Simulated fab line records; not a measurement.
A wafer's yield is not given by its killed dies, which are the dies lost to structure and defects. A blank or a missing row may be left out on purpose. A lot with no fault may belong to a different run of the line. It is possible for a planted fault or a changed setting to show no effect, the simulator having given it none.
fab line records + flow sky130
record
- lots=6
- wafers=18
- last-day=50
route steps=708 shown GATE_OXIDE@197 POLY_GATE@204 RES_PROTECT@206 PAD_OPEN@708
lots with no fault: from the same line, run without faults
start-h: the number of hours between the record's first day and the start of the first shown wafer of the lot + wait-h: how many hours have passed since the lot's step before this one + " the same as in the row above + L1.1+2: a row that stands for several wafers + - no value, or no start given + * or withheld: withheld + < > ~ a bound
route shown NAME@n: names a module that has steps shown in the file, with the first one's number in the route + usual: mean and standard deviation over wafers with no fault + same: alike in all rows + chamber/n: place in a boat + sites: readings site by site + _std_site: the standard deviation of these + _edge_site: the outer-site mean with the inner-site mean subtracted + radius-mm: how far each site lies from the wafer's centre + mask NAME#n: copy n + behind: tool/chamber where the wafer was last shaped + hold: reason for holding the lot/hours on hold/outcome of the hold + device: the transistor (n, p or np) that didn't switch + end of line: tests run on the same wafers once the route is complete + a step with no rows: only its recipe + killed: count of dies lost to structure and defects at first sort (not the wafer's yield) + map: per-die view of a wafer (x killed, . not killed, _ where there is no die)
set.NAME: the setting that was run; set.NAME@STEP: the one run at that earlier step + model.NAME: the simulator's own value behind a step, which no gauge read
a table for each step, a row for each wafer; lots at some steps of the route
services: the hour from which a tool's chamber was out of use, counted from the record's first day as start-h (under 0 if before that day), plus the number of hours and why
## steps
# step SKY_GATE_OXIDE_OVL_MEAS_10
# usual
- GATE_OXIDE_OVL=-0.2/1.3
| lot.wafer | tool       | chamber | start-h | wait-h | GATE_OXIDE_OVL[nm] |
|-----------|------------|---------|---------|--------|--------------------|
| L161.3    | overlay-02 | -       | 320.19  | 0.1    | 0.9                |
| L161.4    | "          | -       | "       | "      | 0.7                |
| L161.5    | "          | -       | "       | "      | 2.2                |
| L164.1    | overlay-02 | -       | 374.27  | 0.1    | -1.2               |
| L164.3    | "          | -       | "       | "      | -2.9               |
| L164.4    | "          | -       | "       | "      | -0.3               |
| L170.1    | overlay-02 | -       | 408.26  | 0.1    | 0.7                |
| L170.2    | "          | -       | "       | "      | 0.6                |
| L170.3    | "          | -       | "       | "      | 1.9                |
| L171.3    | overlay-01 | -       | 410.11  | 0.1    | -0.5               |
| L171.4    | "          | -       | "       | "      | 2.2                |
| L171.5    | "          | -       | "       | "      | -0.2               |
| L177.1    | overlay-02 | -       | 472.91  | 0.1    | -1.6               |
| L177.2    | "          | -       | "       | "      | 2.2                |
| L177.6    | "          | -       | "       | "      | 1.3                |
| L179.2    | overlay-01 | -       | 503.20  | 0.1    | -2.3               |
| L179.3    | "          | -       | "       | "      | 0.2                |
| L179.6    | "          | -       | "       | "      | 1.0                |
# step SKY_GATE_OXIDE_IMPLANT_11
# recipe
- species=B
- energy-kev=9.838
- dose-cm2=2.6e+12
- tilt-deg=withheld
# step SKY_GATE_OXIDE_WET_ETCH_12
# recipe
- chemistry=dHF
- target-depth-nm=16.8
- dry=n2-spin
- target=SiO2
- dilution=100:1
- temp-c=25
- time-s=336
# step SKY_GATE_OXIDE_STRIP_13
# recipe
- chemistry=O2/N2
- power-w=1400
- pressure-mtorr=1500
- platen-temp-c=withheld
- o2-flow-sccm=3000
- n2-flow-sccm=300
- overash-fraction=0.5
# usual
- drypump-motor-current-A=5.70/0.19
- o2-flow-sccm=3002/9.5
- oes-product-au=0.715/0.0047
- strip-time-to-endpoint-s=14.18/0.041
| lot.wafer | tool            | chamber | start-h | wait-h | drypump-motor-current-A | o2-flow-sccm | oes-product-au | rf-hours-counter-h | strip-time-to-endpoint-s |
|-----------|-----------------|---------|---------|--------|-------------------------|--------------|----------------|--------------------|--------------------------|
| L161.3    | plasma-asher-01 | 0       | 320.49  | 0.0    | 5.47                    | 3022         | 0.714          | -                  | 14.19                    |
| L161.4    | "               | 1       | "       | "      | 5.86                    | 3005         | 0.711          | -                  | 14.15                    |
| L161.5    | "               | 0       | "       | "      | 5.45                    | 3005         | 0.717          | -                  | 14.13                    |
| L164.1    | plasma-asher-01 | 1       | 374.56  | 0.0    | 5.90                    | 3006         | 0.722          | 57                 | 14.17                    |
| L164.3    | "               | 0       | "       | "      | 5.49                    | 3019         | 0.715          | -                  | 14.16                    |
| L164.4    | "               | 1       | "       | "      | 5.86                    | 3017         | 0.722          | -                  | 14.10                    |
| L170.1    | plasma-asher-01 | 1       | 408.55  | 0.0    | 5.90                    | 2998         | 0.708          | 62                 | 14.14                    |
| L170.2    | "               | 0       | "       | "      | 5.48                    | 3011         | 0.710          | 62                 | 14.11                    |
| L170.3    | "               | 1       | "       | "      | 5.88                    | 3010         | 0.713          | -                  | 14.13                    |
| L171.3    | plasma-asher-01 | 1       | 410.47  | 0.0    | 5.84                    | 3011         | 0.706          | -                  | 14.16                    |
| L171.4    | "               | 0       | "       | "      | 5.47                    | 2986         | 0.717          | -                  | 14.15                    |
| L171.5    | "               | 0       | "       | "      | 5.51                    | 2999         | 0.723          | -                  | 14.17                    |
| L177.1    | plasma-asher-03 | 0       | 473.20  | 0.0    | 5.39                    | 2996         | 0.715          | 35                 | 14.17                    |
| L177.2    | "               | 1       | "       | "      | 5.50                    | 3001         | 0.720          | 35                 | 14.23                    |
| L177.6    | "               | 1       | "       | "      | 5.49                    | 3019         | 0.723          | -                  | 14.18                    |
| L179.2    | plasma-asher-04 | 0       | 503.49  | 0.0    | 5.82                    | 3001         | 0.710          | 77                 | 14.18                    |
| L179.3    | "               | 1       | "       | "      | 5.80                    | 2999         | 0.722          | -                  | 14.20                    |
| L179.6    | "               | 1       | "       | "      | 5.82                    | 3004         | 0.714          | -                  | 14.22                    |
# step SKY_GATE_OXIDE_TW_MEAS_14
# usual
- GATE_OXIDE_TW=223.1/1
| lot.wafer | tool          | chamber | start-h | wait-h | GATE_OXIDE_TW |
|-----------|---------------|---------|---------|--------|---------------|
| L161.3    | film-metro-02 | -       | 320.58  | 0.1    | 222.9         |
| L161.4    | "             | -       | "       | "      | 224.2         |
| L161.5    | "             | -       | "       | "      | 223.7         |
| L164.1    | film-metro-02 | -       | 374.66  | 0.1    | 223.3         |
| L164.3    | "             | -       | "       | "      | 223.2         |
| L164.4    | "             | -       | "       | "      | 223.4         |
| L170.1    | film-metro-03 | -       | 408.65  | 0.1    | 222.1         |
| L170.2    | "             | -       | "       | "      | 222.3         |
| L170.3    | "             | -       | "       | "      | 222.7         |
| L171.3    | film-metro-02 | -       | 410.55  | 0.1    | 222.9         |
| L171.4    | "             | -       | "       | "      | 223.8         |
| L171.5    | "             | -       | "       | "      | 223.3         |
| L177.1    | film-metro-01 | -       | 473.30  | 0.1    | 222.6         |
| L177.2    | "             | -       | "       | "      | 224.2         |
| L177.6    | "             | -       | "       | "      | 224.3         |
| L179.2    | film-metro-02 | -       | 503.60  | 0.1    | 223.8         |
| L179.3    | "             | -       | "       | "      | 222.6         |
| L179.6    | "             | -       | "       | "      | 223.2         |
# step SKY_GATE_OXIDE_CLEAN_15
# recipe
- chemistry=SC1/SC2
- mix=1:4:20
- temp-c=70
- time-s=150
- dry=n2-spin
# step SKY_GATE_OXIDE_OXIDATION_16
# recipe
- temp-c=800
- ambient=O2
- idle-temp-c=700
- ramp-up-c-per-min=10
- ramp-down-c-per-min=3
- stabilise-s=600
- purge-s=300
- target-thk-a=35.7
- ox-time-s=1915
# step SKY_POLY_GATE_CVD_00
# recipe
- material=poly-Si
- target-thk-nm=180
- temp-c=620
- time-s=720
- pressure-mtorr=200
# step SKY_POLY_GATE_THK_MEAS_01
# recipe
- reads=poly-Si_of_POLY_GATE_CVD_00
# usual
- POLY_GATE_CVD_00_THK=179.2/1.8
| lot.wafer | tool          | chamber | start-h | wait-h | POLY_GATE_CVD_00_THK[nm] |
|-----------|---------------|---------|---------|--------|--------------------------|
| L161.3    | film-metro-02 | -       | 324.57  | 0.0    | 179.8                    |
| L161.4    | "             | -       | "       | "      | 179.0                    |
| L161.5    | "             | -       | "       | "      | 179.8                    |
| L164.1    | film-metro-04 | -       | 378.65  | 0.0    | 179.0                    |
| L164.3    | "             | -       | "       | "      | 179.7                    |
| L164.4    | "             | -       | "       | "      | 180.4                    |
| L170.1    | film-metro-02 | -       | 411.49  | 0.0    | 179.4                    |
| L170.2    | "             | -       | "       | "      | 180.8                    |
| L170.3    | "             | -       | "       | "      | 179.5                    |
| L171.3    | film-metro-02 | -       | 414.74  | 0.0    | 176.1                    |
| L171.4    | "             | -       | "       | "      | 177.8                    |
| L171.5    | "             | -       | "       | "      | 176.4                    |
| L177.1    | film-metro-04 | -       | 480.32  | 0.0    | 178.3                    |
| L177.2    | "             | -       | "       | "      | 179.1                    |
| L177.6    | "             | -       | "       | "      | 179.6                    |
| L179.2    | film-metro-03 | -       | 507.04  | 0.0    | 178.6                    |
| L179.3    | "             | -       | "       | "      | 176.7                    |
| L179.6    | "             | -       | "       | "      | 177.3                    |
# step SKY_RES_PROTECT_DEHYDRATE_00
# recipe
- temp-c=200
- time-s=60
# step SKY_RES_PROTECT_HMDS_01
# recipe
- prime-time-s=60
- prime-temp-c=120
# step SKY_RES_PROTECT_COAT_02
# recipe
- resist=NOVOLAK
- spin-rpm=3000
- resist-thk-nm=1140
# step SKY_RES_PROTECT_SOFTBAKE_03
# recipe
- temp-c=90
- time-s=60
- resist=NOVOLAK
# usual
- heater-power-total-W=56.59/0.043
- run-length-s=89.26/0.17
| lot.wafer | tool           | chamber | start-h | wait-h | heater-power-total-W | run-length-s |
|-----------|----------------|---------|---------|--------|----------------------|--------------|
| L161.3    | litho-track-04 | 0       | 337.97  | 0.1    | 56.56                | 89.08        |
| L161.4    | "              | 0       | "       | "      | 56.62                | 89.31        |
| L161.5    | "              | 0       | "       | "      | 56.53                | 89.20        |
| L164.1    | litho-track-02 | 0       | 392.65  | 0.1    | 56.51                | 89.32        |
| L164.3    | "              | 0       | "       | "      | 56.58                | 89.26        |
| L164.4    | "              | 0       | "       | "      | 56.52                | 89.11        |
| L170.1    | litho-track-02 | 0       | 426.45  | 0.1    | 66.89                | 65.67        |
| L170.2    | "              | 0       | "       | "      | 66.92                | 65.53        |
| L170.3    | "              | 0       | "       | "      | 66.91                | 65.68        |
| L171.3    | litho-track-02 | 0       | 429.80  | 0.1    | 66.96                | 65.31        |
| L171.4    | "              | 0       | "       | "      | 66.93                | 65.40        |
| L171.5    | "              | 0       | "       | "      | 66.92                | 65.35        |
| L177.1    | litho-track-04 | 0       | 493.97  | 0.1    | 56.59                | 89.18        |
| L177.2    | "              | 0       | "       | "      | 56.57                | 89.29        |
| L177.6    | "              | 0       | "       | "      | 56.57                | 89.15        |
| L179.2    | litho-track-04 | 0       | 521.60  | 0.1    | 56.64                | 89.07        |
| L179.3    | "              | 0       | "       | "      | 56.58                | 89.17        |
| L179.6    | "              | 0       | "       | "      | 56.52                | 89.36        |
# step SKY_RES_PROTECT_EXPOSE_04
# recipe
- mask-id=RPM
- na=0.6
- source-shape=conventional
- sigma-outer=0.6
- polarization=unpolarized
- target-cd-nm=1270
- dose-mj=131
# step SKY_RES_PROTECT_PEB_05
# recipe
- temp-c=withheld
- time-s=*
- resist=NOVOLAK
# step SKY_RES_PROTECT_DEVELOP_06
# recipe
- resist=NOVOLAK
- developer=TMAH
- develop-time-s=60
- dev-temp-c=22.27
# same
- develop-time-s=60
| lot.wafer  | tool           | chamber | start-h | wait-h | model.NOVOLAK_of_RES_PROTECT_COAT_02.thk-nm |
|------------|----------------|---------|---------|--------|---------------------------------------------|
| L161.3     | litho-track-02 | 0       | 351.10  | 0.1    | 1137                                        |
| L161.4     | "              | 0       | "       | "      | 1134                                        |
| L161.5     | "              | 0       | "       | "      | 1138                                        |
| L164.1+3   | litho-track-01 | 0       | 407.06  | 0.1    | 1138                                        |
| L164.4     | "              | 0       | "       | "      | 1135                                        |
| L170.1+2+3 | litho-track-01 | 0       | 441.21  | 0.1    | 1153                                        |
| L171.3     | litho-track-02 | 0       | 444.80  | 0.1    | 1154                                        |
| L171.4     | "              | 0       | "       | "      | 1153                                        |
| L171.5     | "              | 0       | "       | "      | 1157                                        |
| L177.1+2   | litho-track-02 | 0       | 509.10  | 0.1    | 1140                                        |
| L177.6     | "              | 0       | "       | "      | 1144                                        |
| L179.2+6   | litho-track-01 | 0       | 536.94  | 0.1    | 1139                                        |
| L179.3     | "              | 0       | "       | "      | 1141                                        |
# step SKY_POLY_GATE_IMPLANT_02
# recipe
- species=P
- energy-kev=30
- dose-cm2=7.7e+15
- tilt-deg=0
# step SKY_RES_PROTECT_STRIP_07
# recipe
- chemistry=O2/N2
- power-w=1400
- pressure-mtorr=1500
- platen-temp-c=withheld
- o2-flow-sccm=3000
- n2-flow-sccm=300
- overash-fraction=0.5
# usual
- drypump-motor-current-A=5.5/0.3
- o2-flow-sccm=2999/10
- oes-product-au=0.517/0.0048
- strip-time-to-endpoint-s=23.30/0.041
| lot.wafer | tool            | chamber | start-h | wait-h | drypump-motor-current-A | o2-flow-sccm | oes-product-au | rf-hours-counter-h | strip-time-to-endpoint-s |
|-----------|-----------------|---------|---------|--------|-------------------------|--------------|----------------|--------------------|--------------------------|
| L161.3    | plasma-asher-01 | 1       | 351.38  | 0.1    | 5.9                     | 3000         | 0.516          | -                  | 23.27                    |
| L161.4    | "               | 0       | "       | "      | 5.5                     | 2998         | 0.522          | -                  | 23.24                    |
| L161.5    | "               | 1       | "       | "      | 5.9                     | 2997         | 0.527          | -                  | 23.27                    |
| L164.1    | plasma-asher-02 | 1       | 407.36  | 0.1    | 5.0                     | 3007         | 0.519          | 71                 | 23.27                    |
| L164.3    | "               | 0       | "       | "      | 6.0                     | 3003         | 0.513          | -                  | 23.28                    |
| L164.4    | "               | 1       | "       | "      | 5.0                     | 3013         | 0.517          | -                  | 23.26                    |
| L170.1    | plasma-asher-03 | 1       | 441.51  | 0.1    | 5.5                     | 3002         | 0.514          | 32                 | 23.43                    |
| L170.2    | "               | 0       | "       | "      | 5.4                     | 2984         | 0.516          | 32                 | 23.41                    |
| L170.3    | "               | 1       | "       | "      | 5.5                     | 2996         | 0.516          | -                  | 23.42                    |
| L171.3    | plasma-asher-02 | 1       | 445.08  | 0.1    | 5.0                     | 3002         | 0.518          | -                  | 23.41                    |
| L171.4    | "               | 0       | "       | "      | 6.0                     | 3013         | 0.528          | -                  | 23.40                    |
| L171.5    | "               | 1       | "       | "      | 5.0                     | 2999         | 0.526          | -                  | 23.42                    |
| L177.1    | plasma-asher-02 | 1       | 509.40  | 0.1    | 5.0                     | 3012         | 0.519          | 8                  | 23.30                    |
| L177.2    | "               | 0       | "       | "      | 6.0                     | 3009         | 0.512          | 8                  | 23.30                    |
| L177.6    | "               | 0       | "       | "      | 6.0                     | 3004         | 0.503          | -                  | 23.33                    |
| L179.2    | plasma-asher-02 | 1       | 537.21  | 0.1    | 5.0                     | 3012         | 0.518          | 10                 | 23.30                    |
| L179.3    | "               | 0       | "       | "      | 6.0                     | 2984         | 0.516          | -                  | 23.32                    |
| L179.6    | "               | 1       | "       | "      | 5.0                     | 2996         | 0.521          | -                  | 23.31                    |
# step SKY_RES_PROTECT_TW_MEAS_08
# usual
- POLY_GATE_TW=4034/18
| lot.wafer | tool          | chamber | start-h | wait-h | POLY_GATE_TW |
|-----------|---------------|---------|---------|--------|--------------|
| L161.3    | film-metro-01 | -       | 351.47  | 0.1    | 4051         |
| L161.4    | "             | -       | "       | "      | 4048         |
| L161.5    | "             | -       | "       | "      | 4058         |
| L164.1    | film-metro-02 | -       | 407.46  | 0.1    | 4082         |
| L164.3    | "             | -       | "       | "      | 4065         |
| L164.4    | "             | -       | "       | "      | 4083         |
| L170.1    | film-metro-02 | -       | 441.61  | 0.1    | 4062         |
| L170.2    | "             | -       | "       | "      | 4040         |
| L170.3    | "             | -       | "       | "      | 4041         |
| L171.3    | film-metro-01 | -       | 445.17  | 0.1    | 4037         |
| L171.4    | "             | -       | "       | "      | 4033         |
| L171.5    | "             | -       | "       | "      | 4032         |
| L177.1    | film-metro-01 | -       | 509.50  | 0.1    | 4041         |
| L177.2    | "             | -       | "       | "      | 4021         |
| L177.6    | "             | -       | "       | "      | 4039         |
| L179.2    | film-metro-02 | -       | 537.32  | 0.1    | 4037         |
| L179.3    | "             | -       | "       | "      | 4050         |
| L179.6    | "             | -       | "       | "      | 4025         |
# step SKY_PAD_OPEN_PROBE_99
# usual
- killed_at_M0_to_M3=44/7.2
- killed_at_M4_up=3.0/1.8
- killed-at-contacts=24/5.4
- killed-at-front-end=14/4.4
- killed-at-other=0.4/0.64
- killed-dies=86/9.4
- killed-open=47/7.7
- killed-short=39/5.8
# same
- gross-dies=492
- killed-at-back-side=0
| lot.wafer | tool      | chamber | start-h | wait-h | killed_at_M0_to_M3 | killed_at_M4_up | killed-at-contacts | killed-at-front-end | killed-at-other | killed-dies | killed-open | killed-short |
|-----------|-----------|---------|---------|--------|--------------------|-----------------|--------------------|---------------------|-----------------|-------------|-------------|--------------|
| L161.3    | prober-02 | -       | 1081.27 | 0.2    | 50                 | 2               | 29                 | 13                  | 0               | 94          | 58          | 36           |
| L161.4    | prober-02 | -       | 1081.32 | 0.2    | 44                 | 3               | 21                 | 10                  | 0               | 78          | 42          | 36           |
| L161.5    | prober-02 | -       | 1081.37 | 0.2    | 44                 | 3               | 21                 | 18                  | 1               | 87          | 56          | 31           |
| L164.1    | prober-01 | -       | 1125.77 | 0.1    | 43                 | 4               | 32                 | 17                  | 1               | 97          | 49          | 46           |
| L164.3    | prober-01 | -       | 1125.87 | 0.2    | 48                 | 4               | 20                 | 25                  | 1               | 98          | 54          | 43           |
| L164.4    | prober-01 | -       | 1125.92 | 0.2    | 37                 | 1               | 23                 | 23                  | 2               | 86          | 45          | 39           |
| L171.3    | prober-01 | -       | 1142.33 | 0.2    | 36                 | 10              | 24                 | 17                  | 0               | 87          | 56          | 31           |
| L171.4    | prober-01 | -       | 1142.38 | 0.2    | 42                 | 1               | 32                 | 14                  | 0               | 89          | 51          | 38           |
| L171.5    | prober-01 | -       | 1142.43 | 0.2    | 45                 | 4               | 21                 | 14                  | 0               | 84          | 40          | 44           |
| L170.1    | prober-02 | -       | 1149.13 | 0.1    | 43                 | 4               | 16                 | 17                  | 0               | 80          | 38          | 42           |
| L170.2    | prober-02 | -       | 1149.18 | 0.1    | 51                 | 1               | 23                 | 17                  | 0               | 92          | 47          | 44           |
| L170.3    | prober-02 | -       | 1149.23 | 0.2    | 53                 | 0               | 19                 | 21                  | 1               | 94          | 53          | 40           |
| L177.1    | prober-02 | -       | 1185.24 | 0.1    | 45                 | 4               | 26                 | 10                  | 0               | 85          | 39          | 46           |
| L177.2    | prober-02 | -       | 1185.29 | 0.1    | 42                 | 3               | 21                 | 15                  | 0               | 81          | 40          | 41           |
| L177.6    | prober-02 | -       | 1185.49 | 0.2    | 41                 | 4               | 26                 | 10                  | 0               | 81          | 49          | 32           |
| L179.2    | prober-01 | -       | 1192.47 | 0.1    | 46                 | 1               | 19                 | 19                  | 0               | 85          | 38          | 47           |
| L179.3    | prober-01 | -       | 1192.52 | 0.2    | 45                 | 2               | 12                 | 15                  | 0               | 74          | 39          | 35           |
| L179.6    | prober-01 | -       | 1192.67 | 0.2    | 61                 | 4               | 28                 | 12                  | 1               | 106         | 66          | 40           |
# killed by level:class
L161.3 VIA3:geometric-particle:open=12 LI_CONTACT:geometric-particle:open=11 CONTACT:geometric-particle:open=10 VIA1:geometric-particle:open=9 VIA2:geometric-particle:open=7 VIA2:geometric-particle:short=6 CONTACT:geometric-particle:short=5 VIA1:geometric-particle:short=4
L161.4 VIA1:geometric-particle:open=10 VIA2:geometric-particle:open=9 CONTACT:geometric-particle:open=8 VIA1:geometric-particle:short=7 METAL1:geometric-particle:short=5 LOCAL_INTERCONNECT:geometric-particle:short=4 SPACER:geometric-particle:short=4 METAL2:geometric-particle:short=4
L161.5 VIA3:geometric-particle:open=11 LI_CONTACT:geometric-particle:open=10 VIA1:geometric-particle:open=9 POLY_GATE:geometric-particle:open=6 FIELD_ISO:geometric-particle:open=5 CONTACT:geometric-particle:open=5 VIA2:geometric-particle:open=5 LOCAL_INTERCONNECT:geometric-particle:short=4
L164.1 VIA1:geometric-particle:open=10 CONTACT:geometric-particle:open=10 VIA2:geometric-particle:open=7 CONTACT:geometric-particle:short=7 METAL2:geometric-particle:short=7 LI_CONTACT:geometric-particle:open=6 VIA1:geometric-particle:short=5 LI_CONTACT:geometric-particle:short=4
L164.3 VIA1:geometric-particle:open=12 VIA2:geometric-particle:open=9 POLY_GATE:geometric-particle:short=8 CONTACT:geometric-particle:open=8 METAL1:geometric-particle:short=7 LI_CONTACT:geometric-particle:open=6 POLY_GATE:geometric-particle:open=5 VIA3:geometric-particle:open=5
L164.4 FIELD_ISO:geometric-particle:open=8 CONTACT:geometric-particle:open=8 VIA1:geometric-particle:open=8 LOCAL_INTERCONNECT:geometric-particle:short=7 VIA1:geometric-particle:short=6 VIA2:geometric-particle:open=6 METAL2:geometric-particle:short=5 FIELD_ISO:geometric-particle:short=4
L171.3 CONTACT:geometric-particle:open=15 VIA3:geometric-particle:open=9 FIELD_ISO:geometric-particle:open=7 METAL4:geometric-particle:short=7 LI_CONTACT:geometric-particle:open=6 VIA1:geometric-particle:open=6 METAL2:geometric-particle:short=5 POLY_GATE:geometric-particle:open=3
L171.4 CONTACT:geometric-particle:open=12 VIA1:geometric-particle:open=9 FIELD_ISO:geometric-particle:open=7 LI_CONTACT:geometric-particle:open=7 VIA3:geometric-particle:open=6 METAL1:geometric-particle:short=5 FIELD_ISO:geometric-particle:short=4 LI_CONTACT:geometric-particle:short=4
L171.5 CONTACT:geometric-particle:open=12 VIA1:geometric-particle:open=10 METAL1:geometric-particle:short=6 VIA2:geometric-particle:short=6 VIA1:geometric-particle:short=5 VIA2:geometric-particle:open=5 VIA3:geometric-particle:open=5 POLY_CUT:geometric-particle:short=4
L170.1 VIA1:geometric-particle:open=14 POLY_GATE:geometric-particle:short=10 VIA1:geometric-particle:short=10 VIA2:geometric-particle:open=7 LI_CONTACT:geometric-particle:open=5 CONTACT:geometric-particle:open=5 METAL2:geometric-particle:short=5 METAL4:geometric-particle:short=4
L170.2 VIA1:geometric-particle:open=18 METAL2:geometric-particle:short=9 VIA2:geometric-particle:open=8 VIA1:geometric-particle:short=7 FIELD_ISO:geometric-particle:open=5 LI_CONTACT:geometric-particle:short=5 CONTACT:geometric-particle:open=5 FIELD_ISO:geometric-particle:short=4
L170.3 VIA1:geometric-particle:open=14 CONTACT:geometric-particle:open=8 VIA2:geometric-particle:open=8 VIA1:geometric-particle:short=7 FIELD_ISO:geometric-particle:short=5 POLY_GATE:geometric-particle:short=5 LI_CONTACT:geometric-particle:open=5 POLY_GATE:geometric-particle:open=4
L177.1 LI_CONTACT:geometric-particle:open=12 METAL2:geometric-particle:short=7 CONTACT:geometric-particle:open=6 METAL1:geometric-particle:short=6 VIA1:geometric-particle:open=6 VIA3:geometric-particle:open=6 VIA1:geometric-particle:short=5 VIA3:geometric-particle:short=5
L177.2 CONTACT:geometric-particle:open=8 VIA1:geometric-particle:open=7 LI_CONTACT:geometric-particle:open=6 METAL1:geometric-particle:short=6 METAL2:geometric-particle:short=5 VIA1:geometric-particle:short=5 VIA3:geometric-particle:open=5 POLY_GATE:geometric-particle:open=4
L177.6 CONTACT:geometric-particle:open=10 VIA1:geometric-particle:open=10 VIA2:geometric-particle:open=8 VIA3:geometric-particle:open=7 LI_CONTACT:geometric-particle:open=6 METAL2:geometric-particle:short=5 LOCAL_INTERCONNECT:geometric-particle:short=4 VIA2:geometric-particle:short=4
L179.2 VIA1:geometric-particle:open=9 CONTACT:geometric-particle:open=8 METAL2:geometric-particle:short=7 VIA2:geometric-particle:short=7 FIELD_ISO:geometric-particle:short=6 VIA2:geometric-particle:open=6 METAL1:geometric-particle:short=6 POLY_GATE:geometric-particle:short=4
L179.3 VIA1:geometric-particle:open=11 VIA2:geometric-particle:open=9 VIA3:geometric-particle:short=6 VIA1:geometric-particle:short=5 FIELD_ISO:geometric-particle:open=3 POLY_GATE:geometric-particle:open=3 POLY_GATE:geometric-particle:short=3 LI_CONTACT:geometric-particle:open=3
L179.6 VIA1:geometric-particle:open=16 LI_CONTACT:geometric-particle:open=10 CONTACT:geometric-particle:open=9 VIA3:geometric-particle:open=8 METAL1:geometric-particle:short=8 VIA2:geometric-particle:open=7 METAL1:geometric-particle:open=6 VIA2:geometric-particle:short=6
## services
| tool            | chamber | start-h | hours | kind                      |
|-----------------|---------|---------|-------|---------------------------|
| plasma-asher-03 | -       | 312.71  | 21.4  | repair                    |
| plasma-asher-02 | -       | 364.22  | 39.5  | pm                        |
| plasma-asher-04 | -       | 373.71  | 1.7   | repair                    |
| plasma-asher-01 | -       | 413.21  | 2.6   | repair                    |
| plasma-asher-02 | -       | 421.25  | 9.0   | pm                        |
| plasma-asher-02 | 0       | 421.25  | 9.0   | vent-cycle                |
| plasma-asher-02 | 1       | 421.25  | 9.0   | vent-cycle                |
| plasma-asher-02 | 0       | 430.25  | -     | clean                     |
| plasma-asher-02 | 1       | 430.25  | -     | clean                     |
| litho-track-02  | -       | 435.23  | -     | consumable-replace:filter |
| plasma-asher-01 | -       | 460.53  | 2.8   | pm                        |
| plasma-asher-03 | -       | 527.98  | 1.9   | repair                    |
| plasma-asher-02 | -       | 532.47  | 2.0   | repair                    |
## key
first-sign
- step=SKY_RES_PROTECT_SOFTBAKE_03
- reading=heater-power-total-W
- direction=up
- sigmas=99+
- usual=*
- struck=*
effect
- step=SKY_RES_PROTECT_SOFTBAKE_03
- reading=run-length-s
- direction=down
- sigmas=99+
- usual=*
- struck=*
effect
- step=SKY_RES_PROTECT_STRIP_07
- reading=strip-time-to-endpoint-s
- direction=up
- sigmas=2.7
- usual=*
- struck=*
model-effect
- step=SKY_RES_PROTECT_DEVELOP_06
- value=NOVOLAK_of_RES_PROTECT_COAT_02.thk-nm
- without=1141
- struck=1154
met-at SKY_RES_PROTECT_SOFTBAKE_03
struck-wafers L170.1,L170.2,L170.3,L171.3,L171.4,L171.5
tester-left-out L170,L171
onset-between 392.65 426.45
fault
- kind=process-parameter-drift
- tool=litho-track-02
- chamber=-
- onset-h=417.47
- steps=SKY_RES_PROTECT_SOFTBAKE_03
- channel=time-s
- offset=*
- shape=step
- end-h=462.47
- acts-in=*
- stated=*
# tester-left-out: of these lots the tester's yield and bins aren't shown, on N5 and GAA mostly nor the transistor test; their killed dies are dies lost to structure and defects alone, not to doping, threshold or leakage, so they don't give the yield
